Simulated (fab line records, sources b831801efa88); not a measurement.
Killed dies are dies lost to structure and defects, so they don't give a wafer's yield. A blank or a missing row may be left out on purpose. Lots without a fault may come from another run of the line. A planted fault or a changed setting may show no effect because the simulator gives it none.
Problem report in the 8D (eight disciplines) form, filled by code | flow sky130 | the parts of the form that need people (team, actions taken, sign-off) are left out

1. THE PROBLEM
oes_product_au at SKY_METAL4_METAL_ETCH_18 reads a mean of 0.746 a.u. on 2 wafers of 2 lots; wafers without a fault read 0.882 a.u. with a standard deviation of 0.0066. That is -21 standard deviations from the usual mean.
The step: etches the open film in Cl2/BCl3, stops on SiO2, target depth 845 nm, time 183.1 s.
First seen on wafer L330.4, day 46 08:32, on rie_metal-03. The record holds 18 wafers of 6 lots with a number at this step. Rule for "out", or "out of limits": more than 4 standard deviations from the usual mean. The other wafers with a number count as sound.

2. WHAT IT IS AND WHAT IT IS NOT
question                    | is                         | is not
which readings at this step | oes_product_au             | drypump_motor_current_A, mfc_cl2_sccm, throttle_valve_pct
which lots                  | L330, L331                 | L313, L320, L322, L323
which wafers of those lots  | L330.4, L331.1             | L330.2, L330.6, L331.4, L331.6
read on which tools         | rie_metal-01, rie_metal-03 | rie_metal-02
when                        | from day 46 08:32          | up to then (14 sound wafers); but 2 sound wafers of L331 came after

3. SUSPECTS, AND WHAT RULES EACH OUT
Counting: a tool at a process step up to the reading stays a suspect if it ran every lot that is out. Sound lots after the first of them don't rule it out here, since some wafers of a struck lot are sound.
- pvd_sputter-01 at SKY_METAL4_SPUTTER_00 (material Ti, target thk 15 nm, time 10 s): kept. It ran every lot that is out, first L330 (day 44 12:27); its last sound lot up to then is L323 (day 43 01:35).
- pvd_sputter-01 at SKY_METAL4_SPUTTER_01 (material TiN, target thk 20 nm, time 16.7 s): kept. It ran every lot that is out, first L330 (day 44 12:28); its last sound lot up to then is L323 (day 43 01:36).
- pvd_sputter-01 at SKY_METAL4_SPUTTER_02 (material AlCu, target thk 735 nm, time 40.79 s): kept. It ran every lot that is out, first L330 (day 44 12:30); its last sound lot up to then is L323 (day 43 01:38).
- pvd_sputter-01 at SKY_METAL4_SPUTTER_03 (material Ti, target thk 5 nm, time 3.3 s): kept. It ran every lot that is out, first L330 (day 44 12:32); its last sound lot up to then is L323 (day 43 01:40).
- pvd_sputter-01 at SKY_METAL4_SPUTTER_04 (material TiN, target thk 70 nm, time 58.3 s): kept. It ran every lot that is out, first L330 (day 44 12:34); its last sound lot up to then is L323 (day 43 01:41).
Left after counting: pvd_sputter-01 at SKY_METAL4_SPUTTER_00, pvd_sputter-01 at SKY_METAL4_SPUTTER_01, pvd_sputter-01 at SKY_METAL4_SPUTTER_02, pvd_sputter-01 at SKY_METAL4_SPUTTER_03, pvd_sputter-01 at SKY_METAL4_SPUTTER_04.

4. THE CAUSE (what the simulator had put in)
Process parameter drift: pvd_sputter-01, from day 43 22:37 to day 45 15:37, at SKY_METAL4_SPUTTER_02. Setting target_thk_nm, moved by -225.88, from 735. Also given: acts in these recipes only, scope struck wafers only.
Counting left 5 suspects, and this tool is among them.

5. THE CHAIN OF EFFECTS, in route order
Each row: a reading whose mean over the struck wafers that have a number lies more than 3 standard deviations from the usual. Only readings for which the record gives a usual standard deviation are gone through. hours: the time from each lot's start at the first step in this table that gives one to its start at this step, as a median over the lots. sigmas: the change in usual standard deviations.
hours | step                     | reading        | usual      | on struck wafers | change | sigmas
0     | SKY_METAL4_METAL_ETCH_18 | oes_product_au | 0.882 a.u. | 0.746            | -0.136 | -21
The process steps in it:
- SKY_METAL4_METAL_ETCH_18: etches the open film in Cl2/BCl3, stops on SiO2, target depth 845 nm, time 183.1 s.

6. WHAT WOULD HAVE CAUGHT IT SOONER
In this record the first reading out of limits was taken at day 46 08:32, 58 hours after the fault began at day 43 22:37.
Of the tool readings at SKY_METAL4_SPUTTER_02 for which the record gives a usual standard deviation, none was out on any struck wafer, so an alarm limit of 4 standard deviations on them would not have fired.
All the lots that are out (2) had begun SKY_METAL4_SPUTTER_02 on pvd_sputter-01 by day 46 08:32. A hold on the tool at that time would have spared none of them.
